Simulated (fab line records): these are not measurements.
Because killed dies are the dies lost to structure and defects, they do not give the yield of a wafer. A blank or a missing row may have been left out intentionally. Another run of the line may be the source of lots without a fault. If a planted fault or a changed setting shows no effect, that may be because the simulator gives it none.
fab line records | flow sky130
record lots=14 | wafers=42 | lastDay=50
route steps=708 shown VIA2@509 METAL3@533 CAPM@546
lots that met no fault: taken from a fault-free run of the same line
startH: hours from the record's first day to the start of the lot's first wafer shown | waitH: hours elapsed since this lot's preceding step | " the same as in the row above | L1.1+2: a single row standing in for several wafers | - either no value or no given start | * or withheld: withheld | < > ~ a bound
route shown NAME@n: names a module that has steps shown in the file, with the first one's number in the route | usual: average and standard deviation across the fault-free wafers | same: alike in all rows | chamber/n: place in a boat | sites: readings site by site | _std_site: the values' standard deviation | _edge_site: outer sites' mean less inner sites' | radiusMm: how far each site lies from the wafer's centre | mask NAME#n: copy n | behind: the most recent tool/chamber to have shaped the wafer | hold: cause of the lot's hold/its duration in hours/its outcome | device: the n, p or np transistor that did not switch | end of line: the same wafers' tests at the end of the route | a step with no rows: only its recipe | killed: at the first sort, the dies lost to defects and structure; wafer yield is something else | map: a wafer's dies, x killed, . not, _ none there
set.NAME: the setting as run; set.NAME@STEP: as run at that earlier step | model.NAME: the simulator's own value behind a step, which no gauge read
one table for each step of the route and one row for each wafer, over a sample of lots
services: a tool's chamber out of use, with start hour (startH, from the record's first day; less than 0 if before it), hours out, and reason
## steps
# step SKY_VIA2_CMP_02
# recipe material=SiO2 | downForcePsi=4 | platenRpm=60 | padVelocityMS=0.94248
# usual motorCurrentA=11.8/0.9
lot.wafer | tool   | chamber | startH | waitH | motorCurrentA
L457.3    | cmp-02 | 3       | 859.93 | 0.0   | 13.1
L457.5    | "      | 3       | "      | "     | 12.9
L457.6    | "      | 0       | "      | "     | 12.3
L460.4    | cmp-01 | 0       | 861.46 | 0.0   | 12.3
L460.1    | "      | 1       | "      | "     | 10.7
L460.3    | "      | 3       | "      | "     | 10.8
L458.4    | cmp-02 | 3       | 866.61 | 0.1   | 12.7
L458.1    | "      | 0       | "      | "     | 12.9
L458.5    | "      | 1       | "      | "     | 12.3
L459.2    | cmp-01 | 1       | 869.56 | 0.0   | 10.6
L459.4    | "      | 2       | "      | "     | 12.8
L459.1    | "      | 3       | "      | "     | 10.9
L466.1    | cmp-02 | 3       | 907.63 | 0.1   | 12.5
L466.2    | "      | 0       | "      | "     | 11.9
L466.4    | "      | 2       | "      | "     | 11.7
L468.3    | cmp-02 | 3       | 920.57 | 0.1   | 12.9
L468.1    | "      | 0       | "      | "     | 11.6
L468.5    | "      | 3       | "      | "     | 13.0
L470.3    | cmp-01 | 1       | 928.77 | 0.1   | 11.6
L470.2    | "      | 3       | "      | "     | 10.7
L470.6    | "      | 1       | "      | "     | 10.6
L471.1    | cmp-02 | 3       | 937.84 | 0.1   | 12.6
L471.2    | "      | 1       | "      | "     | 12.7
L471.3    | "      | 2       | "      | "     | 11.1
L472.2    | cmp-01 | 1       | 952.36 | 0.2   | 11.1
L472.1    | "      | 2       | "      | "     | 12.3
L472.6    | "      | 1       | "      | "     | 10.2
L474.4    | cmp-01 | 1       | 958.42 | 0.3   | 10.8
L474.1    | "      | 3       | "      | "     | 10.6
L474.6    | "      | 1       | "      | "     | 10.7
L475.2    | cmp-01 | 3       | 964.45 | 0.1   | 10.3
L475.1    | "      | 0       | "      | "     | 12.1
L475.4    | "      | 1       | "      | "     | 11.2
L476.3    | cmp-02 | 0       | 977.06 | 0.1   | 12.1
L476.4    | "      | 1       | "      | "     | 13.1
L476.2    | "      | 2       | "      | "     | 11.4
L477.4    | cmp-01 | 3       | 983.00 | 0.0   | 9.8
L477.5    | "      | 3       | "      | "     | 10.4
L477.6    | "      | 0       | "      | "     | 12.2
L479.3    | cmp-01 | 1       | 991.62 | 0.1   | 11.4
L479.2    | "      | 3       | "      | "     | 10.7
L479.6    | "      | 0       | "      | "     | 13.4
# step SKY_VIA2_CMP_24
# recipe stopOn=SiO2 | tOverpolishS=20 | downForcePsi=3.5 | platenRpm=60 | targetThkNm=0 | padVelocityMS=0.94248
# usual motorCurrentA=11.0/0.76 | overpolishRunS=20.001/0.0092 | timeToEndpointS=102/4
lot.wafer | tool   | chamber | startH  | waitH | motorCurrentA | overpolishRunS | timeToEndpointS
L457.3    | cmp-01 | 3       | 886.41  | 0.0   | 10.1          | 20.007         | 115
L457.6    | "      | 3       | "       | "     | 9.8           | 19.996         | 109
L457.5    | "      | 0       | "       | "     | 11.4          | 20.017         | 104
L460.1    | cmp-02 | 3       | 888.32  | 0.1   | 11.8          | 19.993         | 100
L460.3    | "      | 1       | "       | "     | 12.2          | 20.011         | 96
L460.4    | "      | 2       | "       | "     | 9.9           | 20.003         | 98
L458.1    | cmp-01 | 3       | 893.17  | 0.2   | 9.2           | 20.008         | 109
L458.4    | "      | 0       | "       | "     | 10.8          | 20.014         | 104
L458.5    | "      | 1       | "       | "     | 10.2          | 20.007         | 104
L459.4    | cmp-02 | 1       | 896.71  | 0.1   | 11.3          | 20.011         | 99
L459.2    | "      | 2       | "       | "     | 10.6          | 20.011         | 104
L459.1    | "      | 3       | "       | "     | 11.9          | 19.999         | 103
L466.1    | cmp-01 | 0       | 933.16  | 0.1   | 11.6          | 20.003         | 104
L466.4    | "      | 1       | "       | "     | 10.0          | 20.006         | 106
L466.2    | "      | 3       | "       | "     | 9.8           | 20.001         | 105
L468.1    | cmp-02 | 1       | 946.87  | 0.1   | 10.7          | 20.005         | 95
L468.3    | "      | 3       | "       | "     | 12.0          | 19.994         | 98
L468.5    | "      | 1       | "       | "     | 11.9          | 19.982         | 96
L470.2    | cmp-01 | 1       | 954.56  | 0.1   | 9.8           | 20.005         | 104
L470.3    | "      | 2       | "       | "     | 11.5          | 20.009         | 104
L470.6    | "      | 0       | "       | "     | 11.0          | 20.010         | 102
L471.1    | cmp-01 | 1       | 963.60  | 0.1   | 9.9           | 20.000         | 102
L471.2    | "      | 2       | "       | "     | 12.1          | 20.001         | 105
L471.3    | "      | 0       | "       | "     | 11.3          | 19.984         | 102
L472.2    | cmp-02 | 0       | 977.31  | 0.2   | 11.7          | 20.014         | 99
L472.1    | "      | 3       | "       | "     | 11.7          | 19.998         | 104
L472.6    | "      | 0       | "       | "     | 11.5          | 19.995         | 103
L474.1    | cmp-02 | 1       | 984.72  | 0.1   | 11.6          | 20.011         | 93
L474.4    | "      | 3       | "       | "     | 12.0          | 20.007         | 98
L474.6    | "      | 0       | "       | "     | 11.2          | 20.001         | 102
L475.1    | cmp-02 | 0       | 989.77  | 0.1   | 11.0          | 19.999         | 107
L475.2    | "      | 1       | "       | "     | 11.2          | 20.010         | 102
L475.4    | "      | 3       | "       | "     | 11.0          | 20.006         | 101
L476.4    | cmp-01 | 3       | 1002.27 | 0.0   | 9.5           | 20.009         | 109
L476.2    | "      | 0       | "       | "     | 11.5          | 19.990         | 99
L476.3    | "      | 2       | "       | "     | 11.8          | 20.003         | 102
L477.4    | cmp-02 | 1       | 1007.83 | 0.0   | 10.8          | 19.996         | 91
L477.6    | "      | 1       | "       | "     | 11.4          | 20.000         | 92
L477.5    | "      | 2       | "       | "     | 10.1          | 19.987         | 98
L479.2    | cmp-02 | 0       | 1018.18 | 1.9   | 11.6          | 19.997         | 107
L479.3    | "      | 2       | "       | "     | 10.1          | 20.008         | 107
L479.6    | "      | 0       | "       | "     | 11.4          | 20.007         | 101
# step SKY_METAL3_SPUTTER_01
# recipe material=TiN | targetThkNm=20 | powerW=6500 | timeS=16.7 | chamberPressurePa=0.4
# usual throttleValvePct=30.3/1.1
lot.wafer | tool          | chamber | startH  | waitH | throttleValvePct
L457.3    | pvdSputter-01 | -       | 886.73  | 0.0   | 31.0
L457.5    | "             | -       | "       | "     | 29.5
L457.6    | "             | -       | "       | "     | 30.5
L460.1    | pvdSputter-01 | -       | 888.64  | 0.0   | 30.0
L460.3    | "             | -       | "       | "     | 32.0
L460.4    | "             | -       | "       | "     | 30.4
L458.1    | pvdSputter-02 | -       | 893.40  | 0.0   | 29.6
L458.4    | "             | -       | "       | "     | 31.4
L458.5    | "             | -       | "       | "     | 29.6
L459.1    | pvdSputter-04 | -       | 896.98  | 0.0   | 28.5
L459.2    | "             | -       | "       | "     | 31.6
L459.4    | "             | -       | "       | "     | 31.1
L466.1    | pvdSputter-01 | -       | 933.48  | 0.0   | 31.7
L466.2    | "             | -       | "       | "     | 30.7
L466.4    | "             | -       | "       | "     | 30.8
L468.1    | pvdSputter-02 | -       | 947.14  | 0.0   | 30.6
L468.3    | "             | -       | "       | "     | 31.2
L468.5    | "             | -       | "       | "     | 29.3
L470.2    | pvdSputter-04 | -       | 954.78  | 0.0   | 28.6
L470.3    | "             | -       | "       | "     | 28.6
L470.6    | "             | -       | "       | "     | 31.7
L471.1    | pvdSputter-04 | -       | 963.92  | 0.0   | 30.7
L471.2    | "             | -       | "       | "     | 28.5
L471.3    | "             | -       | "       | "     | 31.7
L472.1    | pvdSputter-01 | -       | 977.63  | 0.0   | 29.7
L472.2    | "             | -       | "       | "     | 30.6
L472.6    | "             | -       | "       | "     | 30.4
L474.1    | pvdSputter-01 | -       | 984.99  | 0.0   | 29.7
L474.4    | "             | -       | "       | "     | 31.8
L474.6    | "             | -       | "       | "     | 31.9
L475.1    | pvdSputter-01 | -       | 990.09  | 0.0   | 30.6
L475.2    | "             | -       | "       | "     | 30.6
L475.4    | "             | -       | "       | "     | 29.8
L476.2    | pvdSputter-02 | -       | 1002.60 | 0.0   | 29.5
L476.3    | "             | -       | "       | "     | 31.0
L476.4    | "             | -       | "       | "     | 29.4
L477.4    | pvdSputter-04 | -       | 1008.15 | 0.0   | 28.8
L477.5    | "             | -       | "       | "     | 31.3
L477.6    | "             | -       | "       | "     | 31.0
L479.2    | pvdSputter-02 | -       | 1018.50 | 0.0   | 29.4
L479.3    | "             | -       | "       | "     | 30.6
L479.6    | "             | -       | "       | "     | 31.1
# step SKY_CAPM_EXPOSE_09
# recipe maskId=CAPM | na=0.6 | sourceShape=conventional | sigmaOuter=0.6 | polarization=unpolarized | targetCdNm=1000 | doseMj=159
# usual exposureDoseMJCm2=158.98/0.15 | focusOffsetNm=0.2/0.53
lot.wafer | tool            | chamber | startH  | waitH | mask   | exposureDoseMJCm2 | focusOffsetNm
L457.3    | ilineStepper-02 | 0       | 899.96  | -     | CAPM#0 | 159.19            | 0.1
L457.5    | "               | 0       | "       | "     | CAPM#0 | 159.18            | 0.7
L457.6    | "               | 0       | "       | "     | CAPM#0 | 159.09            | -0.3
L460.1    | ilineStepper-02 | 0       | 901.59  | -     | CAPM#0 | 158.91            | 0.4
L460.3    | "               | 0       | "       | "     | CAPM#0 | 158.98            | 0.6
L460.4    | "               | 0       | "       | "     | CAPM#0 | 158.80            | 0.8
L458.1    | ilineStepper-01 | -       | 906.12  | -     | CAPM#0 | -                 | -
L458.4    | "               | -       | "       | "     | CAPM#0 | -                 | -
L458.5    | "               | -       | "       | "     | CAPM#0 | -                 | -
L459.1    | ilineStepper-02 | -       | 909.77  | -     | CAPM#0 | -                 | -
L459.2    | "               | -       | "       | "     | CAPM#0 | -                 | -
L459.4    | "               | -       | "       | "     | CAPM#0 | -                 | -
L466.1    | ilineStepper-01 | 0       | 946.62  | -     | CAPM#0 | 158.96            | 0.4
L466.2    | "               | 0       | "       | "     | CAPM#0 | 158.93            | 0.1
L466.4    | "               | 0       | "       | "     | CAPM#0 | 159.07            | -0.5
L468.1    | ilineStepper-01 | 0       | 959.29  | -     | CAPM#0 | 158.95            | 0.3
L468.3    | "               | 0       | "       | "     | CAPM#0 | 159.07            | 1.1
L468.5    | "               | 0       | "       | "     | CAPM#0 | 159.19            | 0.6
L470.2    | ilineStepper-01 | 0       | 967.54  | -     | CAPM#0 | 159.11            | -0.1
L470.3    | "               | 0       | "       | "     | CAPM#0 | 159.17            | 0.3
L470.6    | "               | 0       | "       | "     | CAPM#0 | 159.10            | -0.6
L471.1    | ilineStepper-02 | 0       | 975.72  | -     | CAPM#0 | 158.91            | 0.3
L471.2    | "               | 0       | "       | "     | CAPM#0 | 159.16            | 0.7
L471.3    | "               | 0       | "       | "     | CAPM#0 | 159.22            | 1.0
L472.1    | ilineStepper-02 | 0       | 989.74  | -     | CAPM#0 | 159.21            | 0.8
L472.2    | "               | 0       | "       | "     | CAPM#0 | 159.08            | 0.2
L472.6    | "               | 0       | "       | "     | CAPM#0 | 158.97            | 0.6
L474.1    | ilineStepper-01 | 0       | 996.54  | -     | CAPM#0 | 158.82            | 1.0
L474.4    | "               | 0       | "       | "     | CAPM#0 | 159.08            | 0.9
L474.6    | "               | 0       | "       | "     | CAPM#0 | 159.09            | 0.9
L475.1    | ilineStepper-01 | 0       | 1002.21 | -     | CAPM#0 | 158.82            | 0.2
L475.2    | "               | 0       | "       | "     | CAPM#0 | 158.93            | -0.7
L475.4    | "               | 0       | "       | "     | CAPM#0 | 159.10            | -0.2
L476.2    | ilineStepper-01 | 0       | 1014.51 | -     | CAPM#0 | 159.04            | -0.1
L476.3    | "               | 0       | "       | "     | CAPM#0 | 159.18            | -0.1
L476.4    | "               | 0       | "       | "     | CAPM#0 | 158.69            | 0.3
L477.4    | ilineStepper-02 | 0       | 1020.18 | -     | CAPM#0 | 159.20            | -0.2
L477.5    | "               | 0       | "       | "     | CAPM#0 | 158.87            | 0.4
L477.6    | "               | 0       | "       | "     | CAPM#0 | 159.01            | -0.4
L479.2    | ilineStepper-02 | 0       | 1029.44 | -     | CAPM#0 | 158.95            | -0.2
L479.3    | "               | 0       | "       | "     | CAPM#0 | 158.89            | 0.6
L479.6    | "               | 0       | "       | "     | CAPM#0 | 158.63            | 0.0
## services
tool            | chamber | startH  | hours | kind
ilineStepper-02 | -       | 848.05  | 1.7   | pm
pvdSputter-01   | -       | 849.05  | 0.9   | repair
pvdSputter-04   | -       | 862.47  | 0.6   | repair
ilineStepper-01 | -       | 896.98  | 8.9   | pm
cmp-01          | -       | 912.37  | 4.0   | pm
cmp-01          | -       | 916.37  | -     | consumableReplace:conditioner
cmp-01          | -       | 916.37  | -     | consumableReplace:pad
pvdSputter-04   | -       | 919.20  | 0.9   | repair
ilineStepper-01 | -       | 927.53  | 2.1   | pm
ilineStepper-01 | -       | 929.61  | -     | consumableReplace:lamp
ilineStepper-01 | -       | 931.63  | 1.7   | pm
ilineStepper-01 | 0       | 933.18  | -     | calibration
cmp-01          | -       | 943.71  | 1.0   | repair
cmp-01          | -       | 947.10  | 3.8   | repair
cmp-02          | -       | 951.06  | 21.4  | pm
ilineStepper-01 | -       | 955.35  | 2.5   | repair
ilineStepper-01 | -       | 962.31  | 2.3   | repair
cmp-02          | -       | 990.19  | 1.6   | repair
ilineStepper-02 | -       | 1001.22 | 6.0   | repair
pvdSputter-02   | -       | 1008.85 | 1.6   | repair
cmp-02          | -       | 1011.68 | 4.4   | pm
cmp-01          | -       | 1014.27 | 4.6   | repair
## key
firstSign step=SKY_CAPM_EXPOSE_09 | reading=toolRecord | direction=missing
effect none on later readings
metAt SKY_CAPM_EXPOSE_09
struckLots L458,L459
laterRowsLeftOut L458.1,L458.4,L458.5,L459.1,L459.2,L459.4
sortLeftOut L458.1,L458.4,L458.5,L459.1,L459.2,L459.4
testerLeftOut L458,L459
notActingAt SKY_VIA2_CMP_02,SKY_VIA2_CMP_24,SKY_METAL3_SPUTTER_01
onsetBetween 901.59 906.12
earlierFault kind=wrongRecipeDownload | tool=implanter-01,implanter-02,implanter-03 | chamber=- | onsetH=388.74 | steps=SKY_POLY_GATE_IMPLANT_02 | wrongRecipe.notListed=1
fault kind=skippedStepWhole | tool=ilineStepper-01,ilineStepper-02 | chamber=- | onsetH=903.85 | steps=SKY_CAPM_EXPOSE_09 | scope=struckLotsOnly
# testerLeftOut: of these lots the tester's yield and bins aren't shown, on N5 and GAA mostly nor the transistor test; their killed dies are dies lost to structure and defects alone, not to doping, threshold or leakage, so they don't give the yield
# sortLeftOut: the simulated sort isn't trusted on such a fault, so these wafers' sort isn't shown, and their yield isn't known
# laterRowsLeftOut: the simulator's readings of these wafers behind a module that went badly wrong aren't trusted and aren't shown, but for the sort
